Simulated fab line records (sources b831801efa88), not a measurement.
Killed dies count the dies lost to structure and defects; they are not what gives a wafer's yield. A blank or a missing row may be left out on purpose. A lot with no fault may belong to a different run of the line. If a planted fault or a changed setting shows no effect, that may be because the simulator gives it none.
The tool behind it: which one? -- flow sky130 -- Sampling: 24 lots, 72 wafers, 6 of 708 route steps

== WHAT THE GAUGES SHOWED, per wafer ==
SKY_VT_ADJUST_HVTR_OVL_MEAS_08.
lot,measured,on,VT_ADJUST_HVTR_OVL (nm)
L074,day 9 12:48,overlay-02,-1.8 -2.0 -2.2
L075,day 9 20:09,overlay-01,-2.0 0.5 -2.3
L076,day 9 20:10,overlay-02,0.1 -0.8 0.8
L077,day 10 05:13,overlay-01,-1.5 -1.5 -2.3
L079,day 11 11:28,overlay-02,-1.4 -1.9 -2.7
L080,day 11 12:22,overlay-01,-1.1 -2.5 -2.5
L078,day 11 13:01,overlay-01,-1.9 -1.4 -1.8
L081,day 11 22:27,overlay-02,-1.0 0.4 -2.0
L082,day 12 01:31,overlay-01,1.7 0.3 1.4
L083,day 12 04:45,overlay-01,0.1 -2.5 -3.1
L084,day 12 08:51,overlay-02,-1.8 -1.7 -3.2
L085,day 12 20:25,overlay-01,-1.0 0.4 -1.2
L086,day 13 06:34,overlay-01,-2.5 -1.3 -2.9
L087,day 13 13:01,overlay-02,-1.8 -1.5 -0.2
L088,day 13 16:22,overlay-01,-2.3 -2.0 -2.4
L089,day 14 00:39,overlay-01,-0.6 -0.5 -1.7
L090,day 14 07:51,overlay-01,-2.7 -1.8 -1.7
L091,day 14 17:15,overlay-02,-0.1 -1.7 -0.8
L092,day 15 00:16,overlay-02,-1.9 -1.2 -2.3
L093,day 15 08:19,overlay-01,-2.6 -2.3 -1.3
L094,day 15 14:45,overlay-01,-0.4 -1.4 -0.3
L095,day 16 01:58,overlay-01,0.1 0.3 -1.6
L096,day 16 06:58,overlay-02,-0.4 -2.2 -1.6
L097,day 16 14:25,overlay-02,0.5 0.8 -0.7

SKY_CONTACT_CD_MEAS_14: target cd 170 nm.
lot,measured,on,cdNm (nm)
L074,day 31 13:04,cdSem-02,168.6 168.4 169.5
L075,day 31 20:28,cdSem-02,169.8 171.6 170.8
L076,day 31 20:57,cdSem-02,173.1 171.4 173.4
L077,day 32 11:37,cdSem-01,171.2 172.2 171.4
L079,day 34 01:00,cdSem-01,171.0 171.2 171.3
L080,day 33 21:37,cdSem-02,172.5 173.3 172.9
L078,day 34 01:40,cdSem-02,170.7 170.4 169.8
L081,day 34 06:56,cdSem-02,171.9 171.7 172.1
L082,day 34 13:30,cdSem-01,168.2 170.7 170.4
L083,day 34 12:51,cdSem-02,170.2 168.7 171.1
L084,day 34 16:48,cdSem-01,168.3 170.0 167.8
L085,day 35 08:40,cdSem-01,171.2 170.6 170.7
L086,day 35 15:28,cdSem-01,165.3 168.8 168.3
L087,day 35 22:37,cdSem-01,170.0 169.5 169.5
L088,day 36 02:32,cdSem-02,168.8 170.6 168.4
L089,day 36 09:47,cdSem-01,169.7 171.7 170.9
L090,day 36 17:11,cdSem-02,170.3 171.9 172.0
L091,day 37 01:07,cdSem-01,170.1 169.1 169.5
L092,day 37 10:52,cdSem-01,169.9 169.1 169.5
L093,day 38 00:42,cdSem-02,171.4 170.1 171.2
L094,day 38 00:20,cdSem-02,170.0 170.1 169.1
L095,day 38 19:20,cdSem-01,168.6 169.1 170.0
L096,day 38 20:30,cdSem-01,166.4 169.4 167.2
L097,day 38 20:53,cdSem-02,174.3 173.2 173.8

SKY_VIA1_THK_MEAS_23: measures by xrf.
lot,measured,on,VIA1_W_THK (nm)
L074,day 33 22:38,filmMetro-04,269 269 268
L075,day 34 06:42,filmMetro-04,276 270 274
L076,day 34 07:03,filmMetro-03,268 272 272
L077,day 34 21:06,filmMetro-04,274 266 273
L079,day 36 10:02,filmMetro-03,276 274 283
L080,day 36 06:10,filmMetro-01,269 268 267
L078,day 36 11:33,filmMetro-01,269 269 266
L081,day 36 16:30,filmMetro-01,268 267 267
L082,day 36 23:03,filmMetro-03,268 277 273
L083,day 36 22:43,filmMetro-04,266 270 265
L084,day 37 02:26,filmMetro-03,278 275 280
L085,day 37 16:37,filmMetro-03,274 272 273
L086,day 38 00:05,filmMetro-03,273 274 272
L087,day 38 06:37,filmMetro-04,270 272 267
L088,day 38 09:44,filmMetro-04,265 270 268
L089,day 38 17:46,filmMetro-04,266 267 275
L090,day 39 00:51,filmMetro-01,276 272 271
L091,day 39 07:30,filmMetro-01,269 273 272
L092,day 39 16:51,filmMetro-04,268 269 277
L093,day 40 06:55,filmMetro-01,267 273 264
L094,day 40 05:58,filmMetro-03,274 269 277
L095,day 40 23:58,filmMetro-01,269 271 273
L096,day 41 01:37,filmMetro-03,277 271 274
L097,day 41 01:52,filmMetro-01,263 277 272

SKY_CAP2M_THK_MEAS_01.
lot,measured,on,CAP2M_CVD_00_THK (nm)
L074,day 39 14:16,filmMetro-01,15.36 15.29 15.68
L075,day 39 21:13,filmMetro-04,15.47 15.71 15.68
L076,day 40 00:26,filmMetro-02,15.56 15.83 15.86
L077,day 40 13:26,filmMetro-04,15.45 15.84 15.60
L079,day 41 21:57,filmMetro-04,15.08 15.67 15.57
L080,day 41 17:49,filmMetro-02,15.45 15.72 15.56
L078,day 41 23:18,filmMetro-02,15.67 15.65 16.02
L081,day 42 04:20,filmMetro-02,15.07 14.98 15.20
L082,day 42 10:51,filmMetro-01,15.71 15.36 15.63
L083,day 42 07:53,filmMetro-01,15.34 15.82 15.64
L084,day 42 11:51,filmMetro-01,15.76 15.20 15.67
L085,day 43 01:08,filmMetro-04,15.45 15.55 15.90
L086,day 43 07:43,filmMetro-04,14.73 15.15 15.42
L087,day 43 14:30,filmMetro-04,15.25 15.61 15.56
L088,day 43 15:38,filmMetro-04,15.50 15.29 15.16
L089,day 44 00:15,filmMetro-04,15.05 15.11 15.60
L090,day 44 06:20,filmMetro-04,15.52 15.54 15.82
L091,day 44 12:52,filmMetro-01,15.84 15.43 15.72
L092,day 44 19:25,filmMetro-02,16.11 15.72 15.90
L093,day 45 08:49,filmMetro-04,15.68 15.58 15.82
L094,day 45 08:10,filmMetro-01,15.44 15.57 15.88
L095,day 45 23:49,filmMetro-04,15.58 15.82 16.00
L096,day 46 01:11,filmMetro-02,15.67 15.92 15.70
L097,day 46 01:55,filmMetro-02,15.81 15.98 15.93

SKY_PAD_OPEN_BOW_MEAS_13.
lot,measured,on,PAD_OPEN_BOW (um)
L074,day 45 14:22,filmMetro-04,56 65 50
L075,day 45 19:29,filmMetro-04,47 38 54
L076,day 46 00:06,filmMetro-02,42 42 40
L077,day 46 11:09,filmMetro-02,48 40 32
L079,day 47 14:52,filmMetro-01,49 38 42
L080,day 47 10:55,filmMetro-04,40 43 54
L078,day 47 14:58,filmMetro-04,29 20 28
L081,day 47 19:33,filmMetro-04,36 36 48
L082,day 48 01:49,filmMetro-01,71 57 53
L083,day 47 22:47,filmMetro-04,38 35 40
L084,day 48 03:21,filmMetro-04,45 45 44
L085,day 48 14:17,filmMetro-01,44 50 55
L086,day 48 19:20,filmMetro-02,57 47 45
L087,day 49 01:02,filmMetro-04,61 54 53
L088,day 49 02:56,filmMetro-01,41 40 38
L089,day 49 08:19,filmMetro-01,51 48 56
L090,day 49 12:31,filmMetro-04,66 60 63
L091,day 49 18:09,filmMetro-04,46 53 50
L092,day 49 22:30,filmMetro-02,44 40 55
L093,day 50 09:35,filmMetro-02,44 51 42
L094,day 50 07:40,filmMetro-01,50 42 56
L095,day 50 19:07,filmMetro-01,49 50 56
L096,day 50 19:58,filmMetro-04,63 48 62
L097,day 50 22:58,filmMetro-02,50 61 52

== WHICH TOOL RAN EACH LOT (tool, then ch and the chambers of the sampled wafers, then the start) ==
lot,SKY_CAPM_STRIP_14
L074,"plasmaAsher-01 ch 0,1, day 37 08:27"
L075,"plasmaAsher-01 ch 0,1, day 37 16:48"
L076,"plasmaAsher-02 ch 0,1, day 37 18:35"
L077,"plasmaAsher-01 ch 0,1, day 38 07:37"
L079,"plasmaAsher-03 ch 0,1, day 39 18:14"
L080,"plasmaAsher-02 ch 0,1, day 39 14:11"
L078,"plasmaAsher-02 ch 0,1, day 39 19:06"
L081,"plasmaAsher-02 ch 0,1, day 40 00:53"
L082,"plasmaAsher-01 ch 0,1, day 40 07:58"
L083,"plasmaAsher-02 ch 0,1, day 40 04:40"
L084,"plasmaAsher-01 ch 0,1, day 40 09:13"
L085,"plasmaAsher-03 ch 0,1, day 40 22:38"
L086,"plasmaAsher-01 ch 0,1, day 41 05:22"
L087,"plasmaAsher-02 ch 0, day 41 12:06"
L088,"plasmaAsher-03 ch 0,1, day 41 14:37"
L089,"plasmaAsher-03 ch 0,1, day 41 22:01"
L090,"plasmaAsher-02 ch 0,1, day 42 04:55"
L091,"plasmaAsher-03 ch 1, day 42 10:47"
L092,"plasmaAsher-02 ch 0,1, day 42 18:49"
L093,"plasmaAsher-03 ch 0,1, day 43 09:02"
L094,"plasmaAsher-03 ch 0,1, day 43 08:04"
L095,"plasmaAsher-01 ch 0,1, day 44 01:00"
L096,"plasmaAsher-03 ch 0,1, day 44 02:04"
L097,"plasmaAsher-03 ch 0,1, day 44 03:14"
- SKY_CAPM_STRIP_14: strips in O2/N2.

== AS READ BY THE TOOLS THEMSELVES (means over the sampled wafers that have a number; for cases with no such wafer, the mark the record gives instead) ==
SKY_CAPM_STRIP_14.
lot,tool,drypumpMotorCurrentA (A),oesProductAu (a.u.),stripTimeToEndpointS (s)
L074,plasmaAsher-01,6.3,0.711,12.71
L075,plasmaAsher-01,6.3,0.714,12.64
L076,plasmaAsher-02,5.2,0.712,12.68
L077,plasmaAsher-01,6.3,0.711,12.79
L079,plasmaAsher-03,5.9,0.708,12.71
L080,plasmaAsher-02,5.1,0.708,12.74
L078,plasmaAsher-02,5.4,0.714,12.72
L081,plasmaAsher-02,5.4,0.712,12.68
L082,plasmaAsher-01,6.3,0.710,12.67
L083,plasmaAsher-02,5.2,0.714,12.62
L084,plasmaAsher-01,6.3,0.714,12.65
L085,plasmaAsher-03,5.9,0.712,12.63
L086,plasmaAsher-01,6.2,0.707,12.73
L087,plasmaAsher-02,4.9,0.715,12.66
L088,plasmaAsher-03,5.9,0.707,12.70
L089,plasmaAsher-03,5.9,0.705,12.72
L090,plasmaAsher-02,5.1,0.710,12.68
L091,plasmaAsher-03,5.7,0.706,12.66
L092,plasmaAsher-02,5.4,0.710,12.62
L093,plasmaAsher-03,5.9,0.713,12.68
L094,plasmaAsher-03,5.8,0.707,12.68
L095,plasmaAsher-01,6.2,0.710,12.63
L096,plasmaAsher-03,5.8,0.711,12.74
L097,plasmaAsher-03,5.8,0.710,12.70

== THE ANSWER, worked out from the rows above alone ==
Rule: what is usual is taken from the lots themselves. The widest of any qualifying gaps counts: lots, ordered by their means at a reading, are off when they make up no more than a third of the lots, leave a main group of 4 or more, and stand apart from it by 3 or more times the standard deviation of that group's means. Not used: any main group whose means are identical at the precision the tables above print for the reading. A lot without any number at a reading at which 4 lots or more have one is off too. Where the step has rows for the other lots, those lots are counted as sound. After the gauges, taken in route order, come the tools' own readings; for these a lot's mean is taken, as printed above. The first step at which some lot is off is used, and at that step the reading that is off furthest; a lot without a number counts as furthest.
No lot is off at any reading shown: from this, nothing can be told.

== WHAT THE SIMULATOR PUT IN ==
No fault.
